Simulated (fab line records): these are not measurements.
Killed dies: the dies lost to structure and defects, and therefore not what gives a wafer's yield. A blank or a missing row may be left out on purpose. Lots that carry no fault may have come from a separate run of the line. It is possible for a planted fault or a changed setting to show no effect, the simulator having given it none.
fab line records ; flow gf180mcu ; part 2 of 2: steps 36 to 46 of 46
record lots=5; wafers=15; lastDay=32
route steps=602 shown VT_IMPLANT@101 MVSD@136 NWELL@137 LVPWELL@138 MVPSD@139 DUAL_GATE@141
lots that met no fault: from a run of the same line without faults
startH: the number of hours between the record's first day and the start of the first shown wafer of the lot ; waitH: hours since the lot's step before ; " repeats the value in the row above ; L1.1+2: a single row standing in for several wafers ; - value missing, or start not given ; * or withheld: withheld ; < > ~ a bound
route shown NAME@n: NAME is a module with steps in the file, n the number in the route of the first one ; usual: average and standard deviation across the fault-free wafers ; same: alike in all rows ; chamber/n: place in a boat ; sites: the reading at each site ; _std_site: how widely they spread, as a standard deviation ; _edge_site: outer sites' mean less inner sites' ; radiusMm: how far each site lies from the wafer's centre ; mask NAME#n: copy n ; behind: the last tool/chamber to shape the wafer ; hold: the reason the lot was held/the length of the hold in hours/how it ended ; device: whichever transistor did not switch (one of n, p or np) ; end of line: the same wafers' tests at the end of the route ; step lacking rows: just its recipe ; killed: not the wafer's yield, but the dies lost to structure and defects at the first sort ; map: dies across one wafer; x = killed, . = not, _ = none there
set.NAME: the setting as run; set.NAME@STEP: as run at that earlier step ; model.NAME: the simulator's own value behind a step, which no gauge read
lots at selected steps of the route; one table per step, one row per wafer
services: the hour from which a tool's chamber was out of use, counted from the record's first day as startH (under 0 if before that day), plus the number of hours and why
## steps
# step GF_VT_IMPLANT_RS_MEAS_46
# recipe thkMeasGauge=four-point-probe
# usual MVSD_RS=456.8/1.1
lot.wafer;tool;chamber;startH;waitH;MVSD_RS[ohm/sq]
L074.3;filmMetro-01;-;154.88;0.1;456.8
L074.4;filmMetro-01;-;154.88;0.1;457.9
L074.5;filmMetro-01;-;154.88;0.1;455.9
L083.1;filmMetro-01;-;220.53;0.1;456.5
L083.4;filmMetro-01;-;220.53;0.1;458.2
L083.6;filmMetro-01;-;220.53;0.1;458.1
L085.2;filmMetro-04;-;230.30;0.1;456.0
L085.5;filmMetro-04;-;230.30;0.1;456.4
L085.6;filmMetro-04;-;230.30;0.1;455.6
L086.3;filmMetro-04;-;239.23;0.1;457.5
L086.5;filmMetro-04;-;239.23;0.1;456.8
L086.6;filmMetro-04;-;239.23;0.1;457.1
L087.1;filmMetro-03;-;245.48;0.1;457.1
L087.2;filmMetro-03;-;245.48;0.1;457.1
L087.3;filmMetro-03;-;245.48;0.1;455.8
# step GF_VT_IMPLANT_RS_MEAS_47
# recipe thkMeasGauge=four-point-probe
# usual NWELL_RS=487.8/1.4
lot.wafer;tool;chamber;startH;waitH;NWELL_RS[ohm/sq]
L074.3;filmMetro-01;-;155.00;0.1;487.3
L074.4;filmMetro-01;-;155.00;0.1;486.7
L074.5;filmMetro-01;-;155.00;0.1;486.8
L083.1;filmMetro-01;-;220.65;0.1;488.0
L083.4;filmMetro-01;-;220.65;0.1;488.2
L083.6;filmMetro-01;-;220.65;0.1;488.0
L085.2;filmMetro-04;-;230.42;0.1;487.6
L085.5;filmMetro-04;-;230.42;0.1;488.3
L085.6;filmMetro-04;-;230.42;0.1;488.3
L086.3;filmMetro-04;-;239.35;0.1;486.8
L086.5;filmMetro-04;-;239.35;0.1;487.5
L086.6;filmMetro-04;-;239.35;0.1;487.5
L087.1;filmMetro-03;-;245.60;0.1;487.3
L087.2;filmMetro-03;-;245.60;0.1;487.2
L087.3;filmMetro-03;-;245.60;0.1;487.6
# step GF_VT_IMPLANT_RS_MEAS_48
# recipe thkMeasGauge=four-point-probe
# usual LVPWELL_RS=1197.4/2.9
lot.wafer;tool;chamber;startH;waitH;LVPWELL_RS[ohm/sq]
L074.3;filmMetro-01;-;155.12;0.1;1193.7
L074.4;filmMetro-01;-;155.12;0.1;1196.5
L074.5;filmMetro-01;-;155.12;0.1;1196.4
L083.1;filmMetro-01;-;220.77;0.1;1192.0
L083.4;filmMetro-01;-;220.77;0.1;1197.0
L083.6;filmMetro-01;-;220.77;0.1;1197.2
L085.2;filmMetro-04;-;230.54;0.1;1198.6
L085.5;filmMetro-04;-;230.54;0.1;1201.8
L085.6;filmMetro-04;-;230.54;0.1;1201.4
L086.3;filmMetro-04;-;239.47;0.1;1200.4
L086.5;filmMetro-04;-;239.47;0.1;1200.8
L086.6;filmMetro-04;-;239.47;0.1;1199.6
L087.1;filmMetro-03;-;245.72;0.1;1195.5
L087.2;filmMetro-03;-;245.72;0.1;1199.6
L087.3;filmMetro-03;-;245.72;0.1;1194.8
# step GF_VT_IMPLANT_RS_MEAS_49
# recipe thkMeasGauge=four-point-probe
# usual MVPSD_RS=1169/3.2
lot.wafer;tool;chamber;startH;waitH;MVPSD_RS[ohm/sq]
L074.3;filmMetro-01;-;155.24;0.1;1170
L074.4;filmMetro-01;-;155.24;0.1;1169
L074.5;filmMetro-01;-;155.24;0.1;1169
L083.1;filmMetro-01;-;220.89;0.1;1165
L083.4;filmMetro-01;-;220.89;0.1;1167
L083.6;filmMetro-01;-;220.89;0.1;1169
L085.2;filmMetro-04;-;230.66;0.1;1170
L085.5;filmMetro-04;-;230.66;0.1;1168
L085.6;filmMetro-04;-;230.66;0.1;1168
L086.3;filmMetro-04;-;239.59;0.1;1172
L086.5;filmMetro-04;-;239.59;0.1;1172
L086.6;filmMetro-04;-;239.59;0.1;1171
L087.1;filmMetro-03;-;245.84;0.1;1169
L087.2;filmMetro-03;-;245.84;0.1;1169
L087.3;filmMetro-03;-;245.84;0.1;1170
# step GF_VT_IMPLANT_WET_ETCH_50
# recipe chemistry=dHF; targetDepthNm=20; target=SiO2; tempC=25; dilution=100:1; timeS=400
# usual tempC=24.99/0.1
lot.wafer;tool;chamber;startH;waitH;tempC
L074.3;wetBench-04;2;155.32;0.1;24.79
L074.4;wetBench-04;2;155.32;0.1;24.92
L074.5;wetBench-04;2;155.32;0.1;24.98
L083.1;wetBench-02;2;221.01;0.1;25.00
L083.4;wetBench-02;2;221.01;0.1;24.90
L083.6;wetBench-02;2;221.01;0.1;24.93
L085.2;wetBench-03;0;230.76;0.1;24.86
L085.5;wetBench-03;0;230.76;0.1;24.89
L085.6;wetBench-03;0;230.76;0.1;24.86
L086.3;wetBench-03;3;239.67;0.1;24.98
L086.5;wetBench-03;3;239.67;0.1;24.88
L086.6;wetBench-03;3;239.67;0.1;24.99
L087.1;wetBench-02;3;245.96;0.1;25.01
L087.2;wetBench-02;3;245.96;0.1;25.02
L087.3;wetBench-02;3;245.96;0.1;25.03
# step GF_DUAL_GATE_CLEAN_00
# recipe chemistry=SC1/SC2; mix=1:4:20; tempC=70; timeS=150
# usual bathGuardTempC=69.6/0.62; tempC=69.99/0.13
lot.wafer;tool;chamber;startH;waitH;bathGuardTempC;tempC
L074.3;wetBench-03;1;155.44;0.0;70.2;69.95
L074.4;wetBench-03;1;155.44;0.0;70.4;69.95
L074.5;wetBench-03;1;155.44;0.0;70.3;70.01
L083.1;wetBench-04;0;221.14;0.0;69.7;69.99
L083.4;wetBench-04;0;221.14;0.0;69.9;70.11
L083.6;wetBench-04;0;221.14;0.0;69.4;69.99
L085.2;wetBench-04;1;230.88;0.0;71.0;69.71
L085.5;wetBench-04;1;230.88;0.0;71.0;69.73
L085.6;wetBench-04;1;230.88;0.0;70.6;69.71
L086.3;wetBench-02;0;239.80;0.0;69.5;70.06
L086.5;wetBench-02;0;239.80;0.0;69.1;70.04
L086.6;wetBench-02;0;239.80;0.0;69.0;69.83
L087.1;wetBench-03;2;246.08;0.0;68.6;70.09
L087.2;wetBench-03;2;246.08;0.0;68.8;70.10
L087.3;wetBench-03;2;246.08;0.0;68.9;70.13
# step GF_DUAL_GATE_CLEAN_01
# recipe chemistry=dHF; timeS=20; dilution=100:1; dry=ipaMarangoni
lot.wafer;tool;chamber;startH;waitH
L074.3+4+5;wetBench-04;2;155.49;0.0
L083.1+4+6;wetBench-02;1;221.19;0.0
L085.2+5+6;wetBench-03;2;230.93;0.0
L086.3+5+6;wetBench-03;3;239.85;0.0
L087.1+2+3;wetBench-04;0;246.13;0.0
# step GF_DUAL_GATE_OXIDATION_02
# recipe tempC=900; ambient=O2; stabiliseS=600; purgeS=300; targetThkA=108.87; oxTimeS=1602
# usual zonePowerCentrePct=19.91/0.27; zonePowerTopPct=35.4/2.4
lot.wafer;tool;chamber;startH;waitH;zonePowerCentrePct;zonePowerTopPct
L074.3;furnace-01;0;156.51;1.0;19.75;32.9
L074.4;furnace-01;0;156.51;1.0;19.46;33.3
L074.5;furnace-01;0;156.51;1.0;20.25;32.7
L083.1;furnace-02;0;224.45;3.2;20.06;37.5
L083.4;furnace-02;0;224.45;3.2;19.85;37.6
L083.6;furnace-02;0;224.45;3.2;19.99;37.3
L085.2;furnace-01;0;231.45;0.5;19.79;33.0
L085.5;furnace-01;0;231.45;0.5;19.64;33.3
L085.6;furnace-01;0;231.45;0.5;20.02;33.8
L086.3;furnace-02;0;239.87;0.0;20.10;37.3
L086.5;furnace-02;0;239.87;0.0;20.33;38.0
L086.6;furnace-02;0;239.87;0.0;19.86;37.4
L087.1;furnace-02;0;246.15;0.0;19.93;37.8
L087.2;furnace-02;0;246.15;0.0;19.92;37.6
L087.3;furnace-02;0;246.15;0.0;20.11;37.5
# step GF_DUAL_GATE_THK_MEAS_03
# recipe reads=SiO2_of_DUAL_GATE_OXIDATION_02
# usual DUAL_GATE_OXIDATION_00_THK=10.90/0.23
lot.wafer;tool;chamber;startH;waitH;DUAL_GATE_OXIDATION_00_THK[nm]
L074.3;filmMetro-03;-;157.98;0.0;10.58
L074.4;filmMetro-03;-;157.98;0.0;10.52
L074.5;filmMetro-03;-;157.98;0.0;10.46
L083.1;filmMetro-02;-;225.89;0.0;11.27
L083.4;filmMetro-02;-;225.89;0.0;11.15
L083.6;filmMetro-02;-;225.89;0.0;11.02
L085.2;filmMetro-03;-;232.91;0.0;11.16
L085.5;filmMetro-03;-;232.91;0.0;10.83
L085.6;filmMetro-03;-;232.91;0.0;10.90
L086.3;filmMetro-02;-;241.33;0.0;10.93
L086.5;filmMetro-02;-;241.33;0.0;11.01
L086.6;filmMetro-02;-;241.33;0.0;10.92
L087.1;filmMetro-02;-;247.59;0.0;11.02
L087.2;filmMetro-02;-;247.59;0.0;10.74
L087.3;filmMetro-02;-;247.59;0.0;10.97
# step GF_DUAL_GATE_DEHYDRATE_04
# recipe tempC=200; timeS=60
lot.wafer;tool;chamber;startH;waitH
L074.3+4+5;lithoTrack-02;0;165.29;7.3
L083.1+4+6;lithoTrack-03;0;233.94;8.0
L085.2+5+6;lithoTrack-03;0;241.61;8.7
L086.3+5+6;lithoTrack-02;0;249.84;8.5
L087.1+2+3;lithoTrack-02;0;256.49;8.9
# step GF_DUAL_GATE_HMDS_05
# recipe primeTimeS=60; primeTempC=120
lot.wafer;tool;chamber;startH;waitH
L074.3+4+5;lithoTrack-02;0;165.44;0.1
L083.1+4+6;lithoTrack-03;0;234.09;0.1
L085.2+5+6;lithoTrack-03;0;241.76;0.1
L086.3+5+6;lithoTrack-02;0;249.99;0.1
L087.1+2+3;lithoTrack-02;0;256.64;0.1
## services
tool;chamber;startH;hours;kind
ilineStepper-02;-;93.61;4.4;pm
plasmaAsher-01;-;95.89;14.6;pm
implanter-01;-;96.74;1.6;repair
plasmaAsher-01;-;110.49;9.0;pm
plasmaAsher-01;0;110.49;9.0;ventCycle
plasmaAsher-01;1;110.49;9.0;ventCycle
plasmaAsher-01;-;119.49;2.8;pm
plasmaAsher-01;0;119.49;-;clean
wetBench-04;-;120.53;1.8;repair
plasmaAsher-02;-;129.47;6.4;repair
implanter-01;-;130.24;3.3;repair
implanter-02;-;131.36;2.8;repair
implanter-01;-;138.14;1.9;pm
ilineStepper-01;-;158.78;9.9;repair
implanter-02;-;159.54;1.8;repair
ilineStepper-02;0;176.81;-;calibration
ilineStepper-02;-;180.73;1.7;pm
rtpAnneal-02;-;207.83;5.7;pm
furnace-02;-;211.51;3.8;pm
ilineStepper-01;-;212.23;4.4;pm
furnace-01;-;220.75;3.9;pm
ilineStepper-01;-;225.32;1.7;pm
plasmaAsher-03;-;238.98;4.9;repair
furnace-02;-;241.31;2.6;pm
